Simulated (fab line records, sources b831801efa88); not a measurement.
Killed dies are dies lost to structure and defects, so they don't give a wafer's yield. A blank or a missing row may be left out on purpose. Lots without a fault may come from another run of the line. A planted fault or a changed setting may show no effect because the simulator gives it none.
fab line records | flow sky130
record lots=5 wafers=23
route steps=708 shown LI_CONTACT@376 LOCAL_INTERCONNECT@387 CONTACT@415 METAL1@435
start_h: hours from the record's first day to the start of the lot's first wafer shown | wait_h: hours since the lot's step before | " the same as in the row above | L1.1+2: a row that stands for several wafers | - no value, or no start given | * or withheld: withheld | < > ~ a bound
route shown NAME@n: a module of which the file shows steps, and the number in the route of the first | usual: mean/standard deviation of fault-free wafers | same: alike in all rows | chamber/n: place in a boat | sites: the reading at each site | _std_site: their standard deviation | _edge_site: outer sites' mean less inner sites' | radius_mm: how far each site lies from the wafer's centre | mask NAME#n: copy n | behind: the tool/chamber that last shaped the wafer | hold: why the lot was held/for how many hours/how that ended | device: the transistor (n, p or np) that didn't switch | end of line: the same wafers' tests at the end of the route | a step without rows: its recipe alone | killed: dies lost to structure and defects at the first sort, not the wafer's yield | map: a wafer's dies, x killed, . not, _ none there
set.NAME: the setting as run; set.NAME@STEP: as run at that earlier step | model.NAME: the simulator's own value behind a step, which no gauge read
lots whose settings were changed on purpose; a table a step, a row a wafer
## steps
# step SKY_LI_CONTACT_ETCH_14
# recipe chemistry=N2/H2 target=BARC ion_energy_ev=200 source_w=500 bias_w=100 pressure_mtorr=30 n2_flow_sccm=100 h2_flow_sccm=200 stop_on=SiO2 time_s=45.9 target_depth_a=600
# usual oes_product_au=0.854/0.0044
# columns lot.wafer tool chamber start_h wait_h set.time_s oes_product_au
L076.2 rie_diel-01 1 686.24 0.0 45.9 0.858
L076.4 " 0 " " 45.9 0.857
L076.5 " 1 " " 45.9 0.855
L077.1 rie_diel-01 2 705.42 0.0 45.9 0.857
L077.2 " 3 " " 45.9 0.854
L077.4 " 3 " " 45.9 0.855
L077.5 " 1 " " 45.9 0.856
L077.6 " 2 " " 45.9 0.859
L082.1 rie_diel-02 3 736.50 0.0 45.9 0.855
L082.2 " 1 " " 45.9 0.856
L082.3 " 0 " " 45.9 0.853
L082.4 " 2 " " 45.9 0.852
L082.6 " 3 " " 45.9 0.857
L083.1 rie_diel-01 0 751.69 0.0 45.9 0.845
L083.2 " 3 " " 45.9 0.856
L083.3 " 2 " " 41.94 0.898
L083.4 " 1 " " 41.94 0.910
L083.6 " 0 " " 41.94 0.901
L084.1 rie_diel-03 1 761.67 0.0 49.16 0.847
L084.2 " 2 " " 49.16 0.843
L084.3 " 3 " " 45.9 0.858
L084.5 " 0 " " 45.9 0.852
L084.6 " 3 " " 45.9 0.856
# step SKY_LI_CONTACT_ETCH_15
# recipe target=PSG chemistry=C4F8/O2/Ar stop_on=Si taper_deg=4.15 mask_material=KrF-thick source_w=1500 bias_w=1200 pressure_mtorr=40 c4f8_flow_sccm=withheld O2_flow_sccm=6 Ar_flow_sccm=300 time_s=withheld target_depth_a=6000
# columns lot.wafer tool chamber start_h wait_h set.leave_above_ref_nm@LI_CONTACT_CMP_02 model.LI_CONTACT.feature_depth_nm
L076.2 rie_diel-01 1 686.28 0.0 597.2 595.2
L076.4 " 0 " " 597.2 596
L076.5 " 1 " " 597.2 596.1
L077.1 rie_diel-01 2 705.46 0.0 597.2 596.5
L077.2+4 " 3 " " 597.2 597.3
L077.5 " 1 " " 597.2 597.1
L077.6 " 2 " " 597.2 596
L082.1 rie_diel-02 3 736.54 0.0 584.8 585.9
L082.2 " 1 " " 584.8 585.8
L082.3 " 0 " " 584.8 584.7
L082.4+6 " 2,3 " " 597.2 596.8
L083.1 rie_diel-01 0 751.73 0.0 597.2 594.7
L083.2 " 3 " " 597.2 596.6
L083.3 " 2 " " 597.2 598.3
L083.4 " 1 " " 597.2 597.5
L083.6 " 0 " " 597.2 596.8
L084.1 rie_diel-03 1 761.71 0.0 576.9 575.7
L084.2 " 2 " " 576.9 576
L084.3 " 3 " " 597.2 597.3
L084.5 " 0 " " 597.2 595
L084.6 " 3 " " 576.9 574.9
# step SKY_LI_CONTACT_SPUTTER_19
# recipe material=Ti target_thk_nm=20 chamber_pressure_pa=5 power_w=2500 substrate_temp_c=200 time_s=106.37
# columns lot.wafer tool chamber start_h wait_h set.power_w model.Ti_of_LI_CONTACT_SPUTTER_19.thk_nm
L076.2+4 pvd_sputter-02 - 686.66 0.0 2500 19.99
L076.5 " - " " 2500 19.97
L077.1 pvd_sputter-04 - 705.84 0.0 2375 19.53
L077.2 " - " " 2500 20.11
L077.4 " - " " 2375 19.19
L077.5 " - " " 2500 20.26
L077.6 " - " " 2375 19.1
L082.1 pvd_sputter-01 - 736.92 0.0 2335 18.74
L082.2 " - " " 2335 19
L082.3 " - " " 2500 19.93
L082.4 " - " " 2500 19.9
L082.6 " - " " 2500 20.24
L083.1 pvd_sputter-04 - 752.11 0.0 2500 19.7
L083.2 " - " " 2763 22.03
L083.3 " - " " 2763 22.23
L083.4 " - " " 2763 22.11
L083.6 " - " " 2500 19.83
L084.1 pvd_sputter-01 - 762.09 0.0 2500 19.68
L084.2 " - " " 2500 19.75
L084.3 " - " " 2500 20
L084.5 " - " " 2500 19.77
L084.6 " - " " 2500 19.81
# step SKY_LOCAL_INTERCONNECT_SPUTTER_00
# recipe material=TiN target_thk_nm=100 temp_c=300 power_w=6500 time_s=83.3 chamber_pressure_pa=0.4
# columns lot.wafer tool chamber start_h wait_h set.time_s model.TiN_of_LOCAL_INTERCONNECT_SPUTTER_00.thk_nm
L076.2 pvd_sputter-03 - 687.40 0.2 83.3 98.57
L076.4 " - " " 83.3 99.28
L076.5 " - " " 83.3 99.24
L077.1 pvd_sputter-01 - 706.59 0.2 83.3 98.79
L077.2 " - " " 83.3 101.6
L077.4+5 " - " " 83.3 101.3
L077.6 " - " " 83.3 101.2
L082.1 pvd_sputter-03 - 737.79 0.1 94.21 111.5
L082.2 " - " " 83.3 99.23
L082.3 " - " " 94.21 112.6
L082.4 " - " " 83.3 100.3
L082.6 " - " " 94.21 112.4
L083.1 pvd_sputter-03 - 753.13 0.1 83.3 101
L083.2 " - " " 83.3 100.4
L083.3 " - " " 83.3 101.1
L083.4 " - " " 83.3 100.5
L083.6 " - " " 83.3 99.79
L084.1 pvd_sputter-03 - 762.96 0.1 83.3 98.51
L084.2 " - " " 77.16 91.27
L084.3 " - " " 83.3 99.03
L084.5 " - " " 77.16 92.16
L084.6 " - " " 83.3 97.47
# step SKY_LOCAL_INTERCONNECT_RS_MEAS_01
# recipe thk_meas_gauge=four-point-probe reads=TiN_of_LOCAL_INTERCONNECT_SPUTTER_00
# usual LOCAL_INTERCONNECT_TIN_RS=14.21/0.15
# columns lot.wafer tool chamber start_h wait_h set.time_s@LOCAL_INTERCONNECT_SPUTTER_00 LOCAL_INTERCONNECT_TIN_RS[ohm/sq]
L076.2 film_metro-04 - 687.49 0.1 83.3 14.35
L076.4 " - " " 83.3 14.23
L076.5 " - " " 83.3 14.23
L077.1 film_metro-03 - 706.65 0.0 83.3 14.30
L077.2 " - " " 83.3 13.90
L077.4 " - " " 83.3 13.94
L077.5 " - " " 83.3 13.93
L077.6 " - " " 83.3 13.97
L082.1 film_metro-03 - 737.85 0.0 94.21 12.61
L082.2 " - " " 83.3 14.25
L082.3 " - " " 94.21 12.48
L082.4 " - " " 83.3 14.11
L082.6 " - " " 94.21 12.50
L083.1 film_metro-02 - 753.19 0.0 83.3 13.99
L083.2 " - " " 83.3 14.06
L083.3 " - " " 83.3 13.99
L083.4 " - " " 83.3 14.08
L083.6 " - " " 83.3 14.13
L084.1 film_metro-03 - 763.03 0.0 83.3 14.36
L084.2 " - " " 77.16 15.56
L084.3 " - " " 83.3 14.27
L084.5 " - " " 77.16 15.41
L084.6 " - " " 83.3 14.54
# step SKY_LOCAL_INTERCONNECT_THK_MEAS_02
# recipe thk_meas_gauge=xrf reads=TiN_of_LOCAL_INTERCONNECT_SPUTTER_00
# usual LOCAL_INTERCONNECT_TIN_THK=99.1/0.95
# columns lot.wafer tool chamber start_h wait_h set.time_s@LOCAL_INTERCONNECT_SPUTTER_00 LOCAL_INTERCONNECT_TIN_THK[nm]
L076.2 film_metro-04 - 687.60 0.1 83.3 98.4
L076.4 " - " " 83.3 98.8
L076.5 " - " " 83.3 98.8
L077.1 film_metro-03 - 706.77 0.1 83.3 98.6
L077.2 " - " " 83.3 101.3
L077.4 " - " " 83.3 100.2
L077.5 " - " " 83.3 100.5
L077.6 " - " " 83.3 100.5
L082.1 film_metro-03 - 737.97 0.1 94.21 110.9
L082.2 " - " " 83.3 98.8
L082.3 " - " " 94.21 112.3
L082.4 " - " " 83.3 99.4
L082.6 " - " " 94.21 111.8
L083.1 film_metro-02 - 753.31 0.1 83.3 101.0
L083.2 " - " " 83.3 100.4
L083.3 " - " " 83.3 100.7
L083.4 " - " " 83.3 100.1
L083.6 " - " " 83.3 99.5
L084.1 film_metro-03 - 763.15 0.1 83.3 97.5
L084.2 " - " " 77.16 90.9
L084.3 " - " " 83.3 98.6
L084.5 " - " " 77.16 91.6
L084.6 " - " " 83.3 96.8
# step SKY_LOCAL_INTERCONNECT_ETCH_13
# recipe chemistry=N2/H2 target=BARC ion_energy_ev=200 bias_w=100 pressure_mtorr=30 n2_flow_sccm=100 h2_flow_sccm=200 icp_w=500 stop_on=SiO2 time_s=45.9 target_depth_a=600
# columns lot.wafer tool chamber start_h wait_h set.pressure_mtorr
L076.2+4+5 rie_metal-02 0,0,1 716.82 0.0 30
L077.1+2+4+5+6 rie_metal-03 1,0,1,1,0 733.97 0.0 32.06
L082.1+2+3+4+6 rie_metal-04 0 765.27 0.0 30
L083.1+2+3+4+6 rie_metal-03 1,0,0,1,1 780.87 0.0 30
L084.1+2+3+5+6 rie_metal-03 1,0,0,0,1 789.42 0.0 34.02
# step SKY_LOCAL_INTERCONNECT_METAL_ETCH_14
# recipe target_depth_nm=110 stop_on=PSG chemistry=Cl2/BCl3 target=TiN resist_sidewall_deg=88 pressure_mtorr=10 icp_w=900 bias_w=48.5 Cl2_flow_sccm=60 bcl3_flow_sccm=30 time_s=31.4
# usual oes_product_au=0.938/0.007
# columns lot.wafer tool chamber start_h wait_h set.time_s@LOCAL_INTERCONNECT_SPUTTER_00 oes_product_au
L076.2 rie_metal-02 0 716.88 0.0 83.3 0.929
L076.4 " 0 " " 83.3 0.937
L076.5 " 1 " " 83.3 0.941
L077.1 rie_metal-03 1 734.04 0.0 83.3 0.929
L077.2 " 0 " " 83.3 0.961
L077.4 " 1 " " 83.3 0.949
L077.5 " 1 " " 83.3 0.950
L077.6 " 0 " " 83.3 0.949
L082.1 rie_metal-04 0 765.40 0.1 94.21 0.985
L082.2 " 0 " " 83.3 0.939
L082.3 " 0 " " 94.21 0.985
L082.4 " 0 " " 83.3 0.945
L082.6 " 0 " " 94.21 0.984
L083.1 rie_metal-03 1 780.94 0.0 83.3 0.943
L083.2 " 0 " " 83.3 0.950
L083.3 " 0 " " 83.3 0.948
L083.4 " 1 " " 83.3 0.940
L083.6 " 1 " " 83.3 0.943
L084.1 rie_metal-03 1 789.49 0.0 83.3 0.941
L084.2 " 0 " " 77.16 0.897
L084.3 " 0 " " 83.3 0.936
L084.5 " 0 " " 77.16 0.892
L084.6 " 1 " " 83.3 0.932
# step SKY_CONTACT_COAT_09
# recipe resist=KrF-thick spin_rpm=3000 resist_thk_nm=450
# columns lot.wafer tool chamber start_h wait_h set.resist_thk_nm model.KrF-thick_of_CONTACT_COAT_09.thk_nm
L076.2 litho_track-01 0 - - 450 447.3
L076.4+5 " 0 " " 450 448.5
L077.1 litho_track-03 0 - - 450 449.1
L077.2 " 0 " " 450 448.4
L077.4 " 0 " " 450 450.2
L077.5 " 0 " " 450 449.2
L077.6 " 0 " " 450 448.8
L082.1 litho_track-01 0 - - 466.6 464.1
L082.2+3 " 0 " " 450 448.9
L082.4 " 0 " " 466.6 465.3
L082.6 " 0 " " 466.6 463.5
L083.1 litho_track-04 0 - - 450 450
L083.2 " 0 " " 450 449.7
L083.3 " 0 " " 465 464.2
L083.4 " 0 " " 450 450.6
L083.6 " 0 " " 465 464.8
L084.1 litho_track-04 0 - - 424.8 422
L084.2 " 0 " " 450 447.4
L084.3 " 0 " " 450 447.2
L084.5 " 0 " " 450 447.3
L084.6 " 0 " " 424.8 422.7
# step SKY_CONTACT_DEVELOP_13
# recipe develop_time_s=60 resist=KrF-thick dev_temp_c=21
# columns lot.wafer tool chamber start_h wait_h set.develop_time_s
L076.2+4+5 litho_track-04 0 - - 60
L077.1+2 litho_track-01 0 - - 53.66
L077.4+5+6 " 0 " " 60
L082.1+3 litho_track-03 0 - - 66.98
L082.2+4+6 " 0 " " 60
L083.1+3 litho_track-03 0 - - 67.12
L083.2+4+6 " 0 " " 60
L084.1+3 litho_track-03 0 - - 60
L084.2+5+6 " 0 " " 68.63
# step SKY_CONTACT_ETCH_16
# recipe chemistry=N2/H2 target=BARC ion_energy_ev=200 source_w=500 bias_w=100 pressure_mtorr=30 n2_flow_sccm=100 h2_flow_sccm=200 stop_on=SiO2 time_s=45.9 target_depth_a=600
# columns lot.wafer tool chamber start_h wait_h set.resist_thk_nm@CONTACT_COAT_09 model.KrF-thick_of_CONTACT_COAT_09.thk_nm
L076.2+4 rie_diel-02 3,2 745.74 0.0 450 390.5
L076.5 " 1 " " 450 390.6
L077.1 rie_diel-02 0 762.37 0.0 450 392.8
L077.2 " 2 " " 450 390.7
L077.4 " 1 " " 450 392.9
L077.5 " 2 " " 450 391
L077.6 " 3 " " 450 391.9
L082.1 rie_diel-02 1 793.65 0.0 466.6 405.7
L082.2 " 3 " " 450 391.5
L082.3 " 0 " " 450 391.4
L082.4 " 2 " " 466.6 406.4
L082.6 " 1 " " 466.6 405.5
L083.1 rie_diel-04 0 809.00 0.0 450 392.2
L083.2 " 1 " " 450 392.8
L083.3 " 2 " " 465 406.6
L083.4 " 1 " " 450 393.5
L083.6 " 2 " " 465 407.1
L084.1 rie_diel-01 3 816.95 0.0 424.8 364.4
L084.2 " 0 " " 450 389.6
L084.3+5 " 2,1 " " 450 389.2
L084.6 " 2 " " 424.8 364.6
# step SKY_CONTACT_ETCH_17
# recipe target=SiO2 chemistry=C4F8/O2/Ar stop_on=Si3N4 mask_material=KrF-thick source_w=1500 bias_w=1200 pressure_mtorr=40 c4f8_flow_sccm=withheld O2_flow_sccm=6 Ar_flow_sccm=300 time_s=withheld target_depth_a=3400
# columns lot.wafer tool chamber start_h wait_h set.resist_thk_nm@CONTACT_COAT_09 model.KrF-thick_of_CONTACT_COAT_09.thk_nm
L076.2 rie_diel-02 3 745.78 0.0 450 325.9
L076.4 " 2 " " 450 324
L076.5 " 1 " " 450 325.2
L077.1 rie_diel-02 0 762.42 0.0 450 328.6
L077.2 " 2 " " 450 324.5
L077.4 " 1 " " 450 326.9
L077.5 " 2 " " 450 324.2
L077.6 " 3 " " 450 327.3
L082.1 rie_diel-02 1 793.69 0.0 466.6 339.5
L082.2 " 3 " " 450 327.1
L082.3 " 0 " " 450 327
L082.4 " 2 " " 466.6 339.1
L082.6 " 1 " " 466.6 339.2
L083.1 rie_diel-04 0 809.04 0.0 450 327.2
L083.2 " 1 " " 450 328.7
L083.3 " 2 " " 465 341.7
L083.4 " 1 " " 450 329.8
L083.6 " 2 " " 465 342.1
L084.1 rie_diel-01 3 816.99 0.0 424.8 300.1
L084.2 " 0 " " 450 325.2
L084.3+5 " 2,1 " " 450 324.1
L084.6 " 2 " " 424.8 299.2
# step SKY_CONTACT_ETCH_18
# recipe target=Si3N4 chemistry=CHF3/O2 stop_on=TiN source_w=600 bias_w=200 pressure_mtorr=40 chf3_flow_sccm=50 O2_flow_sccm=5 time_s=39 target_depth_a=750
# columns lot.wafer tool chamber start_h wait_h set.resist_thk_nm@CONTACT_COAT_09 model.KrF-thick_of_CONTACT_COAT_09.thk_nm
L076.2 rie_diel-02 3 - - 450 241.2
L076.4 " 2 " " 450 236.5
L076.5 " 1 " " 450 240
L077.1 rie_diel-02 0 - - 450 245.1
L077.2 " 2 " " 450 238
L077.4 " 1 " " 450 241.5
L077.5 " 2 " " 450 237.6
L077.6 " 3 " " 450 243.1
L082.1 rie_diel-02 1 - - 466.6 253.2
L082.2 " 3 " " 450 243.2
L082.3 " 0 " " 450 242.8
L082.4 " 2 " " 466.6 251.8
L082.6 " 1 " " 466.6 253
L083.1 rie_diel-04 0 - - 450 242.6
L083.2 " 1 " " 450 244.1
L083.3 " 2 " " 465 256.5
L083.4 " 1 " " 450 245.9
L083.6 " 2 " " 465 256.3
L084.1 rie_diel-01 3 - - 424.8 216.5
L084.2 " 0 " " 450 241
L084.3 " 2 " " 450 238.5
L084.5 " 1 " " 450 239.4
L084.6 " 2 " " 424.8 214
# step SKY_CONTACT_STRIP_19
# recipe chemistry=O2/N2 power_w=1400 pressure_mtorr=1500 platen_temp_c=withheld o2_flow_sccm=3000 n2_flow_sccm=300 overash_fraction=0.5
# usual strip_time_to_endpoint_s=3.61/0.032
# columns lot.wafer tool chamber start_h wait_h set.resist_thk_nm@CONTACT_COAT_09 strip_time_to_endpoint_s
L076.2 plasma_asher-04 0 745.87 - 450 3.60
L076.4 " 0 " " 450 3.55
L076.5 " 0 " " 450 3.60
L077.1 plasma_asher-01 0 762.51 - 450 3.65
L077.2 " 1 " " 450 3.56
L077.4 " 0 " " 450 3.61
L077.5 " 0 " " 450 3.58
L077.6 " 1 " " 450 3.62
L082.1 plasma_asher-04 1 793.78 - 466.6 3.72
L082.2 " 0 " " 450 3.60
L082.3 " 1 " " 450 3.60
L082.4 " 0 " " 466.6 3.71
L082.6 " 0 " " 466.6 3.72
L083.1 plasma_asher-01 1 809.13 - 450 3.61
L083.2 " 0 " " 450 3.64
L083.3 " 0 " " 465 3.75
L083.4 " 1 " " 450 3.66
L083.6 " 1 " " 465 3.76
L084.1 plasma_asher-04 0 817.08 - 424.8 3.35
L084.2 " 1 " " 450 3.61
L084.3 " 0 " " 450 3.57
L084.5 " 1 " " 450 3.58
L084.6 " 0 " " 424.8 3.29
# step SKY_CONTACT_SPUTTER_23
# recipe material=TiN target_thk_nm=20 chamber_pressure_pa=5 power_w=4000 time_s=80
# columns lot.wafer tool chamber start_h wait_h set.time_s model.TiN_of_CONTACT_SPUTTER_23.thk_nm
L076.2 pvd_sputter-01 - 746.47 0.0 80 19.94
L076.4 " - " " 80 20.37
L076.5 " - " " 80 19.88
L077.1 pvd_sputter-01 - 763.11 0.0 80 19.94
L077.2 " - " " 80 20.12
L077.4 " - " " 80 19.64
L077.5 " - " " 80 19.89
L077.6 " - " " 80 20.25
L082.1 pvd_sputter-02 - 794.73 0.0 80 19.41
L082.2 " - " " 80 19.71
L082.3 " - " " 80 19.73
L082.4 " - " " 80 19.21
L082.6 " - " " 80 19.54
L083.1 pvd_sputter-03 - 809.73 0.0 89.72 22.67
L083.2 " - " " 80 20.22
L083.3 " - " " 89.72 22.7
L083.4 " - " " 80 20.19
L083.6 " - " " 89.72 22.5
L084.1 pvd_sputter-01 - 817.68 0.0 80 20.05
L084.2 " - " " 84.83 21.55
L084.3 " - " " 84.83 21.31
L084.5 " - " " 80 20
L084.6 " - " " 84.83 21.78
# step SKY_METAL1_SPUTTER_01
# recipe material=TiN target_thk_nm=20 power_w=6500 time_s=16.7 chamber_pressure_pa=0.4
# columns lot.wafer tool chamber start_h wait_h set.time_s model.TiN_of_METAL1_SPUTTER_01.thk_nm
L076.2 pvd_sputter-03 - 747.14 0.0 16.7 19.95
L076.4 " - " " 16.7 19.9
L076.5 " - " " 16.7 19.7
L077.1 pvd_sputter-04 - 763.78 0.0 18.72 22.5
L077.2 " - " " 16.7 20.3
L077.4 " - " " 18.72 22.51
L077.5 " - " " 18.72 22.49
L077.6 " - " " 16.7 19.89
L082.1 pvd_sputter-03 - 795.40 0.0 16.7 19.82
L082.2 " - " " 16.7 20.19
L082.3 " - " " 16.7 20.15
L082.4 " - " " 16.7 20.14
L082.6 " - " " 16.7 20.31
L083.1 pvd_sputter-02 - 810.41 0.0 16.7 20.15
L083.2 " - " " 16.7 20.14
L083.3 " - " " 16.7 19.91
L083.4 " - " " 14.88 18.03
L083.6 " - " " 14.88 17.76
L084.1+3 pvd_sputter-02 - 818.35 0.0 17.55 21.14
L084.2 " - " " 17.55 21.16
L084.5 " - " " 16.7 20.08
L084.6 " - " " 16.7 20.18
## key
split step=SKY_LI_CONTACT_ETCH_14 setting=time_s stated=45.9 by=wafer
response step=SKY_LI_CONTACT_ETCH_14 reading=oes_product_au change=-0.00419 per=1% r=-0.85
split step=SKY_LI_CONTACT_SPUTTER_19 setting=power_w stated=2500 by=wafer
response step=SKY_LI_CONTACT_SPUTTER_19 reading=model.Ti_of_LI_CONTACT_SPUTTER_19.thk_nm change=+0.206 per=1% r=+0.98
split step=SKY_LOCAL_INTERCONNECT_SPUTTER_00 setting=time_s stated=83.3 by=wafer
response step=SKY_LOCAL_INTERCONNECT_SPUTTER_00 reading=model.TiN_of_LOCAL_INTERCONNECT_SPUTTER_00.thk_nm change=+0.935 per=1% r=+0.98
response step=SKY_LOCAL_INTERCONNECT_RS_MEAS_01 reading=LOCAL_INTERCONNECT_TIN_RS change=-0.131 per=1% r=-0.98
response step=SKY_LOCAL_INTERCONNECT_THK_MEAS_02 reading=LOCAL_INTERCONNECT_TIN_THK change=+0.936 per=1% r=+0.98
response step=SKY_LOCAL_INTERCONNECT_METAL_ETCH_14 reading=oes_product_au change=+0.00384 per=1% r=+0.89
split step=SKY_LOCAL_INTERCONNECT_ETCH_13 setting=pressure_mtorr stated=30 by=lot
response none clear
split step=SKY_CONTACT_COAT_09 setting=resist_thk_nm stated=450 by=wafer
response step=SKY_CONTACT_COAT_09 reading=model.KrF-thick_of_CONTACT_COAT_09.thk_nm change=+4.37 per=1% r=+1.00
response step=SKY_CONTACT_ETCH_16 reading=model.KrF-thick_of_CONTACT_COAT_09.thk_nm change=+4.26 per=1% r=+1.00
response step=SKY_CONTACT_ETCH_17 reading=model.KrF-thick_of_CONTACT_COAT_09.thk_nm change=+4.07 per=1% r=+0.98
response step=SKY_CONTACT_ETCH_18 reading=model.KrF-thick_of_CONTACT_COAT_09.thk_nm change=+3.8 per=1% r=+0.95
response step=SKY_CONTACT_STRIP_19 reading=strip_time_to_endpoint_s change=* per=1% r=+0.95
split step=SKY_CONTACT_DEVELOP_13 setting=develop_time_s stated=60 by=wafer
response none clear
split step=SKY_CONTACT_SPUTTER_23 setting=time_s stated=80 by=wafer
response step=SKY_CONTACT_SPUTTER_23 reading=model.TiN_of_CONTACT_SPUTTER_23.thk_nm change=+0.209 per=1% r=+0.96
split step=SKY_METAL1_SPUTTER_01 setting=time_s stated=16.7 by=wafer
response step=SKY_METAL1_SPUTTER_01 reading=model.TiN_of_METAL1_SPUTTER_01.thk_nm change=+0.199 per=1% r=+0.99
split outside_this_file step=SKY_LI_CONTACT_CMP_02 setting=leave_above_ref_nm
# split outside_this_file: this setting was split too, and the file shows its column; the key of that split is in another file
